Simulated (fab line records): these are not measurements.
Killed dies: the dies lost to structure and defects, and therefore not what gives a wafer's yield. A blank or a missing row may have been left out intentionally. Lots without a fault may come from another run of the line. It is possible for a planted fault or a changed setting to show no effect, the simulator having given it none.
Problem report, 8D (eight disciplines) form, completed by code ; flow gf180mcu ; the parts of the form that need people (team, actions taken, sign-off) are left out

## 1. THE ISSUE
Mean VT_IMPLANT_3_TW at GF_VT_IMPLANT_TW_MEAS_32: 289.3 over 4 wafers in 3 lots; fault-free wafers: 268.2, standard deviation 2.8. Relative to the usual mean, that is a shift of +7.5 standard deviations.
Seen first at day 11 08:48 on filmMetro-01, wafer L672.2. The record holds 35 wafers of 12 lots with a number at this step. The rule behind "out" and "out of limits": a value lying over 4 standard deviations away from the usual mean. Any other wafer with a number is counted as sound.

## 2. WHAT IT IS, AND WHAT IT ISN'T
question;is;is not
which readings at this step;VT_IMPLANT_3_TW;-
which lots;L672, L673, L675;L655, L656, L659, L662, L663, L664, L665, L677, L678
which wafers of those lots;L672.2, L672.3, L673.2, L675.2;L672.1, L673.5, L675.1, L675.5
read on which gauges;filmMetro-01, filmMetro-02;filmMetro-04
when;from day 11 08:48;"up to then (22 sound wafers); but 9 sound wafers of L673, L675, L677, L678 came after"

## 3. WHAT RULES OUT EACH SUSPECT
Counting: a tool at a process step up to the reading stays a suspect if it ran every lot that is out. Sound lots after the first of them don't rule it out here, since some wafers of a struck lot are sound.
- the gauge at GF_VT_IMPLANT_TW_MEAS_32 has been ruled out. 2 gauges (filmMetro-01, filmMetro-02) read the wafers that are out.
- lithoTrack-03 at GF_LVPWELL_COAT_02 (resist thk 3000 nm): kept. It ran every lot that is out, first L672 (day 7 10:53); its last sound lot up to then is L662 (day 5 03:08).
Left after counting: lithoTrack-03 at GF_LVPWELL_COAT_02.

## 4. THE CAUSE (what the simulator had put in)
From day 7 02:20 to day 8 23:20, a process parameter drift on lithoTrack-03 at GF_LVPWELL_COAT_02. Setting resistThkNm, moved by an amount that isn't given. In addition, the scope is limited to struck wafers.
Counting left only this tool.

## 5. THE CHAIN OF EFFECTS, in route order
One row per reading whose mean, taken over the struck wafers that have a number, lies over 3 standard deviations from the usual. Scope: only readings with a usual standard deviation given in the record; hours: median across lots of the time from each lot's start at the first step in this table that gives one to its start at this step; sigmas: change in usual standard deviations.
hours;step;reading;usual;on struck wafers;change;sigmas
0;GF_LVPWELL_STRIP_10;oesProductAu;0.723 a.u.;0.650;-0.073;-15
0;GF_LVPWELL_STRIP_10;stripTimeToEndpointS;36.99 s;10.15;-26.84;-99 or more
87;GF_VT_IMPLANT_TW_MEAS_32;VT_IMPLANT_3_TW;268.2;289.3;+21.1;+7.5
Process steps it contains:
- GF_LVPWELL_STRIP_10: strips in O2/N2.
Later steps that measure or inspect, where all struck wafers having a row at the step show a number for every such reading and not one has moved that far: GF_V3_BOW_MEAS_05.

## 6. HOW IT WOULD HAVE BEEN CAUGHT EARLIER
The first out-of-limits reading at a measuring or inspecting step in this record came at day 11 08:48, 102 hours after the fault's start at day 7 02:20.
By day 11 08:48, every lot that is out (3) had started GF_LVPWELL_COAT_02 on lithoTrack-03. A hold on the tool at that time would have spared none of them.
